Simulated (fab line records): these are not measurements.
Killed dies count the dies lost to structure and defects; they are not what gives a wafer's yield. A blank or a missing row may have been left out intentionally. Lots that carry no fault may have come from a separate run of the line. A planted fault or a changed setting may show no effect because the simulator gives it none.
The same fault as seen by 2 desks :: flow gf180mcu :: each desk has only its own numbers; what lay behind them comes last

## AT THE METROLOGY DESK
Means of the sampled wafers that have a number, per lot and without regard to the tool the lot ran on: this is what the gauges read. The brackets show how far a lot's mean lies from the usual mean; more than 4 standard deviations puts the lot out of limits, marked OUT. Shown here are 7 of its 9 readings, the ones lying furthest out on some lot.
Columns: A = V1_W_RS at GF_V1_RS_MEAS_24, usual 0.331 ohm/sq; B = V1_W_THK at GF_V1_THK_MEAS_25, usual 351 nm; C = M2_ALCU_THK at GF_M2_THK_MEAS_06, usual 447 nm; D = cdNm at GF_M2_CD_MEAS_14, usual 280.5 nm; E = M2_OVL at GF_M2_OVL_MEAS_15, usual 2 nm; F = V2_CVD_00_THK at GF_V2_THK_MEAS_01, usual 596 nm; G = V2_BOW at GF_V2_BOW_MEAS_05, usual 99 um
lot: L392
first seen here: day 19 15:38
A: 0.336
B: 344
C: 450
D: 280.8
E: 5
F: 588
G: 96

lot: L395
first seen here: day 20 15:37
A: 0.332
B: 352
C: 445
D: 280.3
E: 4
F: 596
G: 95

lot: L402
first seen here: day 23 00:01
A: 0.329
B: 353
C: 451
D: 280.4
E: -2
F: 595
G: 87

lot: L403
first seen here: day 23 10:50
A: 0.332
B: 358
C: 451
D: 281.3
E: 4
F: 603
G: 106

lot: L404
first seen here: day 23 16:25
A: 0.338
B: 341
C: 449
D: 280.7
E: 0
F: 596
G: 96

lot: L411
first seen here: day 25 23:22
A: 0.324
B: 360
C: 441
D: 282.0
E: -3
F: 606
G: 99
This desk found nothing out of limits on any of the 6 lots.

## TOOL OWNER'S DESK, pvdSputter-01
The tool's own readings at GF_M2_SPUTTER_04 (material TiN, target thk 50 nm, time 41.7 s): means of the sampled wafers that have a number, for each lot that ran on this tool. The brackets show how far a lot's mean lies from the usual mean; more than 4 standard deviations puts the lot out of limits, marked OUT.
Columns: A = chamberPressurePa at GF_M2_SPUTTER_04, usual 0.4000 Pa; B = throttleValvePct at GF_M2_SPUTTER_04, usual 30.0 %
lot: L392
first seen here: day 19 16:18
A: 0.4004
B: 30.2

lot: L402
first seen here: day 23 00:40
A: 0.4788 (+97) OUT
B: 27.6

lot: L403
first seen here: day 23 11:30
A: 0.4789 (+97) OUT
B: 27.7
Finding of this desk: L402, L403 out of limits; the first was L402 at day 23 00:40, on chamberPressurePa at GF_M2_SPUTTER_04. L392 stayed within limits.

## BROUGHT TOGETHER
An alarm could have come from the tool owner's desk at day 23 00:40, on L402, L403.
At the metrology desk, nothing out of limits was observed.
The metrology desk holds a record of L402, L403, inside its limits.
All the named lots went through GF_M2_SPUTTER_04 on pvdSputter-01.

## WHAT THE SIMULATOR PUT IN
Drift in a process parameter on pvdSputter-01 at GF_M2_SPUTTER_04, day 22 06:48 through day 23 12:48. Setting chamberPressurePa, moved by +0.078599, from 0.4. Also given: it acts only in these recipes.
Struck lots among those shown: L402, L403.
How many hours passed from the start of the fault until each desk's first out-of-limits reading: the tool owner's desk, 18.
